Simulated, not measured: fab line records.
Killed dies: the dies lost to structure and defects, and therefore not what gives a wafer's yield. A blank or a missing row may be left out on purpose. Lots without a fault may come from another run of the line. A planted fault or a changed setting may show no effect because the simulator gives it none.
fab line records	flow sky130
record: lots: 12	wafers: 36	lastDay: 49
route steps=708 shown VIA4@650 METAL5@677 PAD_OPEN@708
lots that met no fault: from a run of the same line without faults
startH: hours from the record's opening day to when the first of the lot's shown wafers began	waitH: hours elapsed since this lot's preceding step	" identical to the entry in the row above	L1.1+2: several wafers, shown together as one row	- no value, or no start was given	* or withheld: withheld	< > ~ a bound
route shown NAME@n: a module of which the file shows steps, and the number in the route of the first	usual: average and standard deviation across the fault-free wafers	same: alike in all rows	chamber/n: place in a boat	sites: per-site readings	_std_site: their standard deviation	_edge_site: mean of outer sites minus mean of inner sites	radiusMm: how far each site lies from the wafer's centre	mask NAME#n: copy n	behind: the most recent tool/chamber to have shaped the wafer	hold: reason for holding the lot/hours on hold/outcome of the hold	device: the transistor (n, p or np) that didn't switch	end of line: the same wafers' tests at the end of the route	a step without rows: its recipe alone	killed: dies that structure and defects cost at the first sort, which is not the same as the wafer's yield	map: a wafer's dies, marking killed ones x, the rest . and places with no die _
set.NAME: setting as actually run; set.NAME@STEP: the setting as run at that earlier step	model.NAME: the simulator's own value behind a step, which no gauge read
steps of the route over a sample of lots; a table a step, a row a wafer
services: when a tool's chamber went out of use (startH, in hours from the record's first day, below 0 if earlier), for how many hours, and the reason
== steps ==
step: SKY_VIA4_OVL_MEAS_11
usual: VIA4_OVL: 0.3/1.2
lot.wafer	tool	chamber	startH	waitH	VIA4_OVL[nm]
L697.1	overlay-01	-	1001.79	0.1	2.8
L697.4	"	-	"	"	1.6
L697.6	"	-	"	"	1.5
L698.3	overlay-02	-	1005.30	0.1	0.5
L698.4	"	-	"	"	-0.9
L698.5	"	-	"	"	-0.8
L700.1	overlay-01	-	1012.54	0.1	2.5
L700.2	"	-	"	"	0.9
L700.4	"	-	"	"	2.3
L701.4	overlay-01	-	1024.61	0.1	-1.5
L701.5	"	-	"	"	-0.2
L701.6	"	-	"	"	-0.7
L704.1	overlay-01	-	1039.49	0.1	-1.2
L704.2	"	-	"	"	-1.9
L704.6	"	-	"	"	-0.4
L705.1	overlay-02	-	1049.74	0.1	2.9
L705.4	"	-	"	"	-2.0
L705.6	"	-	"	"	1.6
L706.2	overlay-02	-	1059.64	0.1	0.1
L706.4	"	-	"	"	-0.9
L706.6	"	-	"	"	-0.4
L707.1	overlay-01	-	1065.79	0.1	3.7
L707.2	"	-	"	"	1.6
L707.3	"	-	"	"	0.0
L708.2	overlay-01	-	1076.85	0.1	2.1
L708.3	"	-	"	"	2.4
L708.4	"	-	"	"	1.2
L710.1	overlay-02	-	1119.71	0.1	0.6
L710.2	"	-	"	"	-0.8
L710.3	"	-	"	"	-0.3
L714.1	overlay-01	-	1122.94	0.1	-1.3
L714.3	"	-	"	"	-2.0
L714.5	"	-	"	"	0.4
L716.1	overlay-02	-	1126.56	0.1	-0.1
L716.3	"	-	"	"	0.2
L716.6	"	-	"	"	1.5
step: SKY_VIA4_STRIP_13
recipe: chemistry: O2/N2	powerW: 1400	pressureMtorr: 1500	platenTempC: withheld	o2FlowSccm: 3000	n2FlowSccm: 300	overashFraction: 0.5
usual: drypumpMotorCurrentA: 6.0/0.49	oesProductAu: 0.710/0.0042	stripTimeToEndpointS: 12.81/0.033
lot.wafer	tool	chamber	startH	waitH	drypumpMotorCurrentA	oesProductAu	rfHoursCounterH	stripTimeToEndpointS
L697.1	plasmaAsher-04	0	1001.89	-	5.2	0.702	26	12.87
L697.4	"	1	"	"	6.8	0.714	-	12.86
L697.6	"	0	"	"	5.2	0.712	-	12.89
L698.3	plasmaAsher-03	1	1005.43	-	6.3	0.713	-	12.82
L698.4	"	0	"	"	5.6	0.711	-	12.81
L698.5	"	1	"	"	6.4	0.710	-	12.83
L700.1	plasmaAsher-04	0	1012.65	-	5.2	0.707	27	12.79
L700.2	"	1	"	"	6.8	0.710	27	12.81
L700.4	"	1	"	"	6.8	0.711	-	12.81
L701.4	plasmaAsher-03	1	1024.73	-	6.3	0.712	-	12.77
L701.5	"	0	"	"	5.6	0.709	-	12.77
L701.6	"	1	"	"	6.3	0.713	-	12.82
L704.1	plasmaAsher-02	0	1039.59	-	5.9	0.717	119	12.81
L704.2	"	1	"	"	6.2	0.714	119	12.79
L704.6	"	0	"	"	5.9	0.707	-	12.86
L705.1	plasmaAsher-04	1	1049.85	-	6.8	0.712	31	12.79
L705.4	"	0	"	"	5.2	0.710	-	12.83
L705.6	"	1	"	"	6.7	0.704	-	12.78
L706.2	plasmaAsher-03	1	1059.74	-	6.3	0.709	65	12.84
L706.4	"	1	"	"	6.3	0.707	-	12.85
L706.6	"	0	"	"	5.6	0.712	-	12.86
L707.1	plasmaAsher-04	1	1065.89	-	6.8	0.703	33	12.79
L707.2	"	0	"	"	5.2	0.709	33	12.75
L707.3	"	1	"	"	6.8	0.711	-	12.79
L708.2	plasmaAsher-02	0	1076.95	-	5.8	0.714	1	12.83
L708.3	"	0	"	"	5.8	0.716	-	12.82
L708.4	"	1	"	"	6.1	0.707	-	12.83
L710.1	plasmaAsher-03	1	1119.82	-	6.4	0.707	72	12.79
L710.2	"	0	"	"	5.6	0.705	72	12.84
L710.3	"	0	"	"	5.6	0.718	-	12.81
L714.1	plasmaAsher-03	1	1123.05	-	6.3	0.715	73	12.82
L714.3	"	0	"	"	5.7	0.707	-	12.82
L714.5	"	1	"	"	6.3	0.705	-	12.87
L716.1	plasmaAsher-04	0	1126.67	-	5.2	0.710	39	12.81
L716.3	"	0	"	"	5.2	0.712	-	12.82
L716.6	"	1	"	"	6.8	0.709	-	12.83
step: SKY_VIA4_STRIP_14
recipe: chemistry: postEtchResidueRemover	timeS: 1200	tempC: 72.5
lot.wafer	tool	chamber	startH	waitH
L697.1+4+6	wetBench-03	3	1001.99	0.1
L698.3+4+5	wetBench-02	2	1005.50	0.0
L700.1+2+4	wetBench-04	2	1012.75	0.1
L701.4+5+6	wetBench-04	3	1024.80	0.0
L704.1+2+6	wetBench-02	3	1039.69	0.1
L705.1+4+6	wetBench-02	1	1049.95	0.1
L706.2+4+6	wetBench-04	3	1059.84	0.1
L707.1+2+3	wetBench-04	1	1065.99	0.1
L708.2+3+4	wetBench-03	1	1077.05	0.1
L710.1+2+3	wetBench-04	0	1119.92	0.1
L714.1+3+5	wetBench-04	3	1123.15	0.1
L716.1+3+6	wetBench-04	0	1126.88	0.2
step: SKY_METAL5_STRIP_16
recipe: chemistry: O2/N2	powerW: 1400	pressureMtorr: 1500	platenTempC: withheld	o2FlowSccm: 3000	n2FlowSccm: 300	overashFraction: 0.5
usual: drypumpMotorCurrentA: 6.2/0.46	oesProductAu: 0.710/0.0043	stripTimeToEndpointS: 13.21/0.12
lot.wafer	tool	chamber	startH	waitH	drypumpMotorCurrentA	oesProductAu	rfHoursCounterH	stripTimeToEndpointS
L697.1	plasmaAsher-01	1	1025.77	0.2	6.4	0.711	91	13.28
L697.4	"	1	"	"	6.4	0.713	-	13.36
L697.6	"	1	"	"	6.4	0.711	-	13.32
L698.3	plasmaAsher-04	1	1030.70	0.1	6.8	0.710	-	13.31
L698.4	"	0	"	"	5.2	0.708	-	13.28
L698.5	"	0	"	"	5.2	0.707	-	13.31
L700.1	plasmaAsher-02	0	1036.21	0.2	5.8	0.711	118	13.22
L700.2	"	1	"	"	6.2	0.712	118	13.24
L700.4	"	1	"	"	6.2	0.704	-	13.19
L701.4	plasmaAsher-04	1	1049.06	0.2	6.8	0.700	-	13.33
L701.5	"	1	"	"	6.8	0.717	-	13.28
L701.6	"	0	"	"	5.2	0.713	-	13.23
L704.1	plasmaAsher-01	1	1063.42	0.2	6.4	0.706	95	13.12
L704.2	"	0	"	"	6.3	0.716	95	13.25
L704.6	"	0	"	"	6.3	0.711	-	13.19
L706.2	plasmaAsher-04	1	1082.18	0.2	6.8	0.710	34	12.99
L706.4	"	1	"	"	6.7	0.715	-	12.93
L706.6	"	1	"	"	6.8	0.714	-	12.88
L707.1	plasmaAsher-02	1	1087.66	0.2	6.2	0.706	2	13.32
L707.2	"	0	"	"	5.9	0.714	2	13.43
L707.3	"	1	"	"	6.2	0.708	-	13.35
L708.2	plasmaAsher-02	1	1098.42	0.2	6.2	0.706	4	13.05
L708.3	"	0	"	"	5.8	0.703	-	12.96
L708.4	"	1	"	"	6.2	0.712	-	13.25
L705.1	plasmaAsher-02	0	1127.51	0.2	5.9	0.720	7	12.96
L705.4	"	0	"	"	5.8	0.705	-	13.02
L705.6	"	1	"	"	6.2	0.710	-	12.97
L710.1	plasmaAsher-01	0	1139.96	0.2	6.2	0.708	100	13.08
L710.2	"	1	"	"	6.4	0.707	100	13.01
L710.3	"	0	"	"	6.2	0.708	-	13.14
L714.1	plasmaAsher-02	1	1142.98	0.2	6.1	0.705	8	13.18
L714.3	"	0	"	"	5.9	0.709	-	13.27
L714.5	"	0	"	"	5.8	0.710	-	13.19
L716.1	plasmaAsher-01	0	1147.13	0.2	6.2	0.707	100	13.05
L716.3	"	0	"	"	6.3	0.709	-	13.04
L716.6	"	0	"	"	6.2	0.701	-	13.18
step: SKY_PAD_OPEN_PROBE_99
usual: defectLimitedYield: 82.6/2	killed_at_M0_to_M3: 43/7.3	killed_at_M4_up: 3.4/1.7	killedAtContacts: 24/4.5	killedAtFrontEnd: 16/4.4	killedAtOther: 0.2/0.51	killedDies: 86/9.7	killedOpen: 46/6.6	killedShort: 39/7.1	sort_bin_3_pad_short: 0.9/0.45	sort_bin_5_function: 10.4/1.4	sort_bin_6_memory: 6.2/1.2	sortNPass: 406/9.7	sortYieldPct: 82.6/2
same: grossDies: 492	killedAtBackSide: 0	sort_bin_4_leakage[%]: 0	sort_bin_8_speed[%]: 0
lot.wafer	tool	chamber	startH	waitH	defectLimitedYield[%]	killed_at_M0_to_M3	killed_at_M4_up	killedAtContacts	killedAtFrontEnd	killedAtOther	killedDies	killedOpen	killedShort	sort_bin_3_pad_short[%]	sort_bin_5_function[%]	sort_bin_6_memory[%]	sortNPass	sortYieldPct[%]
L697.1	prober-02	-	1072.78	0.1	81.5	34	4	33	19	1	91	53	37	1.0	11.8	5.7	401	81.5
L697.4	prober-02	-	1072.93	0.2	80.9	35	7	27	24	1	94	55	38	0.4	10.6	8.1	398	80.9
L697.6	prober-02	-	1073.03	0.2	80.7	45	5	24	20	1	95	55	39	1.0	11.0	7.3	397	80.7
L698.3	prober-02	-	1077.65	0.2	83.9	41	2	25	11	0	79	43	36	0.8	9.3	5.9	413	83.9
L698.4	prober-02	-	1077.70	0.2	82.3	48	3	20	16	0	87	48	39	1.4	10.4	5.9	405	82.3
L698.5	prober-02	-	1077.75	0.2	80.7	34	5	41	15	0	95	60	35	0.4	11.8	7.1	397	80.7
L700.1	prober-01	-	1082.97	0.1	80.3	55	2	27	13	0	97	53	44	0.4	10.0	9.3	395	80.3
L700.2	prober-01	-	1083.02	0.1	81.1	55	1	22	15	0	93	52	41	0.6	11.4	6.9	399	81.1
L700.4	prober-01	-	1083.12	0.2	79.3	53	4	32	12	1	102	54	48	1.0	11.8	7.9	390	79.3
L701.4	prober-01	-	1095.22	0.2	83.1	41	2	25	15	0	83	51	32	0.4	11.4	5.1	409	83.1
L701.5	prober-01	-	1095.27	0.2	80.3	50	3	27	17	0	97	54	43	1.0	12.8	5.9	395	80.3
L701.6	prober-01	-	1095.32	0.2	81.5	51	3	24	13	0	91	51	40	1.0	11.2	6.3	401	81.5
L706.2	prober-01	-	1124.21	0.1	79.3	50	4	24	23	1	102	48	54	1.8	12.0	6.9	390	79.3
L706.4	prober-01	-	1124.31	0.2	80.7	59	2	20	14	0	95	48	47	1.0	13.6	4.7	397	80.7
L706.6	prober-01	-	1124.41	0.2	82.1	41	2	27	18	0	88	46	42	1.0	11.8	5.1	404	82.1
L707.1	prober-01	-	1129.91	0.1	83.5	47	2	20	12	0	81	50	31	0.4	10.0	6.1	411	83.5
L707.2	prober-01	-	1129.96	0.1	86.0	38	3	17	11	0	69	38	31	1.2	9.6	3.3	423	86.0
L707.3	prober-01	-	1130.01	0.2	82.9	40	2	27	15	0	84	37	47	1.2	9.8	6.1	408	82.9
L708.2	prober-01	-	1139.22	0.1	83.3	37	6	20	19	0	82	38	43	1.2	10.0	5.5	410	83.3
L708.3	prober-01	-	1139.27	0.2	84.6	34	2	26	14	0	76	46	30	0.2	10.2	5.1	416	84.6
L708.4	prober-01	-	1139.32	0.2	82.1	39	4	26	19	0	88	50	38	0.4	11.2	6.3	404	82.1
L705.1	prober-01	-	1167.05	0.1	83.1	42	4	28	9	0	83	39	44	0.8	9.6	6.5	409	83.1
L705.4	prober-01	-	1167.20	0.2	82.7	44	4	25	12	0	85	39	46	1.4	10.2	5.7	407	82.7
L705.6	prober-01	-	1167.30	0.2	80.3	43	3	33	18	0	97	51	45	1.6	10.8	7.3	395	80.3
L714.1	prober-01	-	1183.03	0.1	72.8	41	56	26	10	1	134	35	47	4.7	14.8	7.7	358	72.8
L714.3	prober-01	-	1183.13	0.2	73.6	43	53	21	12	1	130	37	43	4.9	13.8	7.7	362	73.6
L714.5	prober-01	-	1183.23	0.2	74.4	34	52	26	14	0	126	45	31	4.9	15.7	5.1	366	74.4
L716.1	prober-01	-	1186.39	0.1	68.9	39	71	26	17	0	153	48	38	5.1	18.1	7.9	339	68.9
L716.3	prober-01	-	1186.49	0.2	72.8	33	74	18	9	0	134	33	30	3.5	17.7	6.1	358	72.8
L716.6	prober-01	-	1186.64	0.2	69.9	41	71	23	13	0	148	51	30	5.5	18.1	6.5	344	69.9
killed by level:class
L697.1 LI_CONTACT:geometricParticle:open=13 VIA1:geometricParticle:open=9 METAL2:geometricParticle:short=9 CONTACT:geometricParticle:short=6 FIELD_ISO:geometricParticle:open=5 CONTACT:geometricParticle:open=5 VIA2:geometricParticle:open=5 LOCAL_INTERCONNECT:geometricParticle:short=4
L697.4 LI_CONTACT:geometricParticle:open=11 FIELD_ISO:geometricParticle:open=9 CONTACT:geometricParticle:open=8 POLY_GATE:geometricParticle:short=6 METAL2:geometricParticle:short=6 METAL1:geometricParticle:short=5 VIA1:geometricParticle:open=5 FIELD_ISO:geometricParticle:short=4
L697.6 VIA2:geometricParticle:open=10 VIA1:geometricParticle:open=8 VIA3:geometricParticle:open=7 FIELD_ISO:geometricParticle:short=6 LI_CONTACT:geometricParticle:open=6 CONTACT:geometricParticle:open=6 CONTACT:geometricParticle:short=5 VIA2:geometricParticle:short=5
L698.3 CONTACT:geometricParticle:short=9 VIA1:geometricParticle:open=9 VIA2:geometricParticle:open=7 VIA3:geometricParticle:open=7 LOCAL_INTERCONNECT:geometricParticle:short=6 CONTACT:geometricParticle:open=5 METAL1:geometricParticle:short=5 FIELD_ISO:geometricParticle:open=4
L698.4 VIA1:geometricParticle:open=12 CONTACT:geometricParticle:open=9 METAL2:geometricParticle:short=8 VIA3:geometricParticle:open=6 METAL1:geometricParticle:short=5 CONTACT:geometricParticle:short=5 VIA1:geometricParticle:short=5 VIA2:geometricParticle:open=5
L698.5 CONTACT:geometricParticle:open=15 LI_CONTACT:geometricParticle:open=12 VIA1:geometricParticle:open=9 CONTACT:geometricParticle:short=6 VIA2:geometricParticle:open=6 LI_CONTACT:geometricParticle:short=5 FIELD_ISO:geometricParticle:open=4 METAL2:geometricParticle:short=4
L700.1 VIA1:geometricParticle:open=15 LI_CONTACT:geometricParticle:open=11 CONTACT:geometricParticle:open=10 METAL2:geometricParticle:short=9 VIA1:geometricParticle:short=7 VIA3:geometricParticle:open=6 POLY_GATE:geometricParticle:short=5 METAL1:geometricParticle:short=5
L700.2 VIA1:geometricParticle:open=16 CONTACT:geometricParticle:open=11 VIA2:geometricParticle:open=10 VIA1:geometricParticle:short=9 VIA3:geometricParticle:open=5 POLY_GATE:geometricParticle:short=4 LI_CONTACT:geometricParticle:open=4 CONTACT:geometricParticle:short=4
L700.4 VIA2:geometricParticle:open=15 VIA1:geometricParticle:open=12 LI_CONTACT:geometricParticle:open=9 VIA1:geometricParticle:short=8 CONTACT:geometricParticle:short=6 LI_CONTACT:geometricParticle:short=6 POLY_GATE:geometricParticle:short=5 CONTACT:geometricParticle:open=5
L701.4 CONTACT:geometricParticle:open=9 VIA3:geometricParticle:open=9 VIA2:geometricParticle:open=9 LI_CONTACT:geometricParticle:open=7 VIA1:geometricParticle:open=6 METAL2:geometricParticle:short=6 FIELD_ISO:geometricParticle:open=5 POLY_GATE:geometricParticle:short=5
L701.5 VIA1:geometricParticle:open=13 LI_CONTACT:geometricParticle:open=8 VIA3:geometricParticle:open=8 CONTACT:geometricParticle:short=7 CONTACT:geometricParticle:open=7 METAL2:geometricParticle:short=6 VIA2:geometricParticle:short=5 VIA2:geometricParticle:open=5
L701.6 VIA1:geometricParticle:open=12 VIA3:geometricParticle:open=10 VIA2:geometricParticle:open=9 CONTACT:geometricParticle:open=7 LI_CONTACT:geometricParticle:open=6 POLY_GATE:geometricParticle:short=5 LI_CONTACT:geometricParticle:short=5 CONTACT:geometricParticle:short=5
L706.2 POLY_GATE:geometricParticle:short=11 VIA2:geometricParticle:open=10 VIA1:geometricParticle:short=8 VIA1:geometricParticle:open=8 CONTACT:geometricParticle:open=7 LI_CONTACT:geometricParticle:open=6 FIELD_ISO:geometricParticle:short=5 LI_CONTACT:geometricParticle:short=5
L706.4 VIA1:geometricParticle:open=12 VIA3:geometricParticle:open=10 VIA2:geometricParticle:short=9 LI_CONTACT:geometricParticle:open=8 VIA1:geometricParticle:short=8 VIA2:geometricParticle:open=7 METAL1:geometricParticle:short=5 FIELD_ISO:geometricParticle:open=4
L706.6 CONTACT:geometricParticle:open=9 VIA2:geometricParticle:open=8 CONTACT:geometricParticle:short=7 VIA1:geometricParticle:open=7 POLY_GATE:geometricParticle:short=6 METAL1:geometricParticle:short=6 VIA1:geometricParticle:short=6 VIA3:geometricParticle:open=5
L707.1 VIA1:geometricParticle:open=17 METAL2:geometricParticle:short=8 CONTACT:geometricParticle:open=8 VIA3:geometricParticle:open=8 LI_CONTACT:geometricParticle:open=6 VIA1:geometricParticle:short=5 METAL1:geometricParticle:short=4 FIELD_ISO:geometricParticle:short=3
L707.2 VIA1:geometricParticle:open=9 VIA3:geometricParticle:open=8 CONTACT:geometricParticle:short=6 CONTACT:geometricParticle:open=5 VIA1:geometricParticle:short=5 FIELD_ISO:geometricParticle:short=4 LI_CONTACT:geometricParticle:open=4 METAL1:geometricParticle:short=4
L707.3 VIA1:geometricParticle:open=12 FIELD_ISO:geometricParticle:short=8 CONTACT:geometricParticle:short=6 LI_CONTACT:geometricParticle:open=5 LI_CONTACT:geometricParticle:short=5 VIA3:geometricParticle:open=5 VIA2:geometricParticle:short=5 LOCAL_INTERCONNECT:geometricParticle:short=5
L708.2 VIA2:geometricParticle:open=8 LI_CONTACT:geometricParticle:open=7 VIA3:geometricParticle:open=7 FIELD_ISO:geometricParticle:short=6 METAL1:geometricParticle:short=6 POLY_GATE:geometricParticle:short=5 CONTACT:geometricParticle:open=5 METAL2:geometricParticle:short=5
L708.3 CONTACT:geometricParticle:open=9 VIA1:geometricParticle:open=9 LI_CONTACT:geometricParticle:open=7 CONTACT:geometricParticle:short=6 VIA2:geometricParticle:open=6 VIA3:geometricParticle:open=6 POLY_GATE:geometricParticle:short=4 METAL2:geometricParticle:short=4
L708.4 VIA1:geometricParticle:open=14 CONTACT:geometricParticle:open=10 CONTACT:geometricParticle:short=6 VIA3:geometricParticle:open=6 FIELD_ISO:geometricParticle:short=5 FIELD_ISO:geometricParticle:open=5 POLY_GATE:geometricParticle:short=5 VIA3:geometricParticle:short=5
L705.1 VIA2:geometricParticle:open=9 CONTACT:geometricParticle:short=8 CONTACT:geometricParticle:open=8 VIA1:geometricParticle:open=7 METAL2:geometricParticle:short=6 METAL3:geometricParticle:short=6 LI_CONTACT:geometricParticle:open=5 POLY_GATE:geometricParticle:short=4
L705.4 LI_CONTACT:geometricParticle:open=8 CONTACT:geometricParticle:open=7 METAL2:geometricParticle:short=7 METAL1:geometricParticle:short=6 VIA2:geometricParticle:open=5 VIA3:geometricParticle:short=4 METAL2:geometricParticle:open=4 VIA1:geometricParticle:open=4
L705.6 VIA1:geometricParticle:open=11 CONTACT:geometricParticle:open=10 CONTACT:geometricParticle:short=8 VIA2:geometricParticle:open=8 LI_CONTACT:geometricParticle:open=6 POLY_GATE:geometricParticle:open=5 LOCAL_INTERCONNECT:geometricParticle:short=5 VIA1:geometricParticle:short=5
L714.1 VIA4:unspecified=52 VIA1:geometricParticle:short=8 LI_CONTACT:geometricParticle:short=7 VIA1:geometricParticle:open=7 LOCAL_INTERCONNECT:geometricParticle:short=6 CONTACT:geometricParticle:open=6 METAL2:geometricParticle:short=5 LI_CONTACT:geometricParticle:open=4
L714.3 VIA4:unspecified=50 CONTACT:geometricParticle:open=11 METAL2:geometricParticle:short=9 VIA1:geometricParticle:open=8 METAL1:geometricParticle:short=7 VIA3:geometricParticle:open=6 FIELD_ISO:geometricParticle:short=5 LOCAL_INTERCONNECT:geometricParticle:short=4
L714.5 VIA4:unspecified=50 VIA1:geometricParticle:open=11 LI_CONTACT:geometricParticle:open=9 VIA1:geometricParticle:short=7 VIA3:geometricParticle:open=7 CONTACT:geometricParticle:open=6 CONTACT:geometricParticle:short=4 METAL2:geometricParticle:short=4
L716.1 VIA4:unspecified=67 VIA1:geometricParticle:open=11 LI_CONTACT:geometricParticle:open=8 CONTACT:geometricParticle:short=8 VIA2:geometricParticle:open=7 POLY_GATE:geometricParticle:open=6 VIA3:geometricParticle:open=6 CONTACT:geometricParticle:open=5
L716.3 VIA4:unspecified=70 CONTACT:geometricParticle:open=9 VIA1:geometricParticle:open=9 VIA1:geometricParticle:short=5 VIA3:geometricParticle:open=5 POLY_GATE:geometricParticle:short=4 CONTACT:geometricParticle:short=4 VIA2:geometricParticle:open=4
L716.6 VIA4:unspecified=67 LI_CONTACT:geometricParticle:open=9 VIA1:geometricParticle:open=9 VIA1:geometricParticle:short=7 VIA3:geometricParticle:open=6 CONTACT:geometricParticle:open=5 VIA2:geometricParticle:open=5 FIELD_ISO:geometricParticle:open=4
== services ==
tool	chamber	startH	hours	kind
plasmaAsher-04	-	980.15	4.3	pm
plasmaAsher-01	-	995.79	9.6	repair
plasmaAsher-02	-	1008.99	0.7	repair
plasmaAsher-03	-	1010.90	2.8	pm
plasmaAsher-02	-	1017.11	1.1	repair
plasmaAsher-02	-	1033.42	2.4	repair
plasmaAsher-02	-	1034.49	0.6	repair
plasmaAsher-02	-	1055.25	9.0	pm
plasmaAsher-02	0	1055.25	9.0	ventCycle
plasmaAsher-02	1	1055.25	9.0	ventCycle
plasmaAsher-02	-	1057.98	2.5	repair
plasmaAsher-02	0	1064.25	-	clean
plasmaAsher-02	1	1064.25	-	clean
plasmaAsher-04	-	1071.51	1.7	repair
plasmaAsher-04	-	1076.18	2.8	pm
plasmaAsher-01	-	1084.12	15.0	repair
plasmaAsher-04	-	1098.00	0.7	repair
plasmaAsher-01	-	1099.07	2.8	pm
plasmaAsher-01	-	1101.82	4.3	pm
plasmaAsher-04	-	1112.11	1.5	repair
== key ==
firstSign: step: SKY_PAD_OPEN_PROBE_99	reading: killed_at_M4_up	direction: up	sigmas: 34	usual: 3.4	struck: 62.8
effect: step: SKY_PAD_OPEN_PROBE_99	reading: sort_bin_3_pad_short	direction: up	sigmas: 8.7	usual: 0.9	struck: 4.7
metAt SKY_VIA4_STRIP_14
struckLots L714,L716
notActingAt SKY_VIA4_OVL_MEAS_11,SKY_VIA4_STRIP_13,SKY_METAL5_STRIP_16
onsetBetween 1119.92 1123.15
alsoFits time
fault: kind: chamberParticleSource	tool: wetBench-04	chamber: -	onsetH: 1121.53	steps: SKY_VIA4_STRIP_14	ratePerVisitCm2: 1.9744	endH: 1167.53
